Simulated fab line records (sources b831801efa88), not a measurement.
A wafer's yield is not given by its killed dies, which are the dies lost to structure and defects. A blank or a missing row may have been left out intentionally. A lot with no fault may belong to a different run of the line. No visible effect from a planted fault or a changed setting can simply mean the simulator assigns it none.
Shared-tool check / flow sky130 / Lots sampled 14, wafers sampled 48

WHY IT WAS OPENED
SKY_SD_N_OVL_MEAS_08, reading SD_N_OVL: flagged on 2 of 14 lots. Fault-free wafers read 0.9 nm, with a standard deviation of 1.3.
Rule: a lot gets a flag if all its wafers with a number sit over 4 standard deviations from that mean, or if no wafer of it has a number. The other lots count as sound.

lot=L646; measured=day 28 10:06; on=overlay-02; SD_N_OVL (nm), wafer by wafer=2.9 1.4 2.5; flag=
lot=L645; measured=day 28 13:10; on=overlay-02; SD_N_OVL (nm), wafer by wafer=0.4 0.3 -1.2; flag=
lot=L647; measured=day 28 18:03; on=overlay-01; SD_N_OVL (nm), wafer by wafer=2.6 2.7 2.3; flag=
lot=L648; measured=day 28 18:58; on=overlay-02; SD_N_OVL (nm), wafer by wafer=1.0 3.7 1.4; flag=
lot=L649; measured=day 29 01:25; on=overlay-01; SD_N_OVL (nm), wafer by wafer=2.9 1.8 2.6; flag=
lot=L650; measured=day 29 14:37; on=overlay-02; SD_N_OVL (nm), wafer by wafer=-1.0 -1.0 0.7; flag=
lot=L652; measured=day 30 14:31; on=overlay-01; SD_N_OVL (nm), wafer by wafer=1.5 1.4 1.0; flag=
lot=L653; measured=day 31 03:05; on=overlay-02; SD_N_OVL (nm), wafer by wafer=2.5 -1.1 1.8; flag=
lot=L656; measured=day 32 02:43; on=overlay-01; SD_N_OVL (nm), wafer by wafer=2.3 1.7 1.4; flag=
lot=L659; measured=day 33 01:31; on=overlay-02; SD_N_OVL (nm), wafer by wafer=-140.3 -141.1 -141.1 -141.3 -142.0 -142.2; flag=FLAGGED
lot=L660; measured=day 33 03:14; on=overlay-01; SD_N_OVL (nm), wafer by wafer=0.5 -0.5 0.0; flag=
lot=L661; measured=day 33 14:46; on=overlay-02; SD_N_OVL (nm), wafer by wafer=-140.7 -141.5 -140.9 -141.9 -142.4 -142.2; flag=FLAGGED
lot=L662; measured=day 33 20:00; on=overlay-01; SD_N_OVL (nm), wafer by wafer=1.6 2.3 0.5; flag=
lot=L667; measured=day 35 08:37; on=overlay-01; SD_N_OVL (nm), wafer by wafer=0.8 -1.6 -0.1; flag=
Averaged over the flagged lots the numbers come to -141.5 nm, -142.4 nm from the usual (-99 or more standard deviations).

EACH LOT AND THE TOOL IT RAN ON
The record holds 1 process step before the reading, out of a route of 708 steps. Read each cell as the tool, then ch plus the chambers that the sampled wafers visited, then the start.
lot=L646; flag=; SKY_SD_N_EXPOSE_04=iline-stepper-02 ch 0, day 27 18:50
lot=L645; flag=; SKY_SD_N_EXPOSE_04=iline-stepper-02 ch 0, day 27 21:40
lot=L647; flag=; SKY_SD_N_EXPOSE_04=iline-stepper-01 ch 0, day 28 03:36
lot=L648; flag=; SKY_SD_N_EXPOSE_04=iline-stepper-01 ch 0, day 28 05:00
lot=L649; flag=; SKY_SD_N_EXPOSE_04=iline-stepper-02 ch 0, day 28 11:34
lot=L650; flag=; SKY_SD_N_EXPOSE_04=iline-stepper-02 ch 0, day 28 23:23
lot=L652; flag=; SKY_SD_N_EXPOSE_04=iline-stepper-02 ch 0, day 29 23:52
lot=L653; flag=; SKY_SD_N_EXPOSE_04=iline-stepper-01 ch 0, day 30 12:58
lot=L656; flag=; SKY_SD_N_EXPOSE_04=iline-stepper-02 ch 0, day 31 12:01
lot=L659; flag=FLAGGED; SKY_SD_N_EXPOSE_04=iline-stepper-02 ch 0, day 32 11:46
lot=L660; flag=; SKY_SD_N_EXPOSE_04=iline-stepper-01 ch 0, day 32 12:48
lot=L661; flag=FLAGGED; SKY_SD_N_EXPOSE_04=iline-stepper-02 ch 0, day 33 01:28
lot=L662; flag=; SKY_SD_N_EXPOSE_04=iline-stepper-01 ch 0, day 33 06:31
lot=L667; flag=; SKY_SD_N_EXPOSE_04=iline-stepper-01 ch 0, day 34 19:40
These steps, and what they do:
- SKY_SD_N_EXPOSE_04: exposes mask NSDM, target cd 380 nm.
- SKY_SD_N_OVL_MEAS_08

FLAGGED OVER TOTAL, TOOL BY TOOL (the gauges that took the reading come last)
step=SKY_SD_N_EXPOSE_04; tool=iline-stepper-01; lots run=6; flagged=0; share of the flagged lots=none; sound lots run after its first flagged lot=-
step=SKY_SD_N_EXPOSE_04; tool=iline-stepper-02; lots run=8; flagged=2; share of the flagged lots=all; sound lots run after its first flagged lot=0
step=SKY_SD_N_OVL_MEAS_08; tool=overlay-01; lots run=7; flagged=0; share of the flagged lots=none; sound lots run after its first flagged lot=-
step=SKY_SD_N_OVL_MEAS_08; tool=overlay-02; lots run=7; flagged=2; share of the flagged lots=all; sound lots run after its first flagged lot=0

WHAT THE TABLE PERMITS
Rows of the table that ran all the flagged lots, 2 in number: iline-stepper-02 at SKY_SD_N_EXPOSE_04; overlay-02 at SKY_SD_N_OVL_MEAS_08.
- iline-stepper-02 at SKY_SD_N_EXPOSE_04: 2 of its 8 lots flagged. A fault beginning between L656 (day 31 12:01), its last sound lot, and L659 (day 32 11:46), its first flagged one, fits the data.
- overlay-02 at SKY_SD_N_OVL_MEAS_08: 2 of its 7 lots flagged. A fault beginning between L653 (day 31 03:05), its last sound lot, and L659 (day 33 01:31), its first flagged one, fits the data.
Counting lots can't tell these 2 tools apart, because each fits a fault that began at some hour. More lots, or a look at what each step does to the wafer, might.

WHAT THE SIMULATOR HAD INSERTED
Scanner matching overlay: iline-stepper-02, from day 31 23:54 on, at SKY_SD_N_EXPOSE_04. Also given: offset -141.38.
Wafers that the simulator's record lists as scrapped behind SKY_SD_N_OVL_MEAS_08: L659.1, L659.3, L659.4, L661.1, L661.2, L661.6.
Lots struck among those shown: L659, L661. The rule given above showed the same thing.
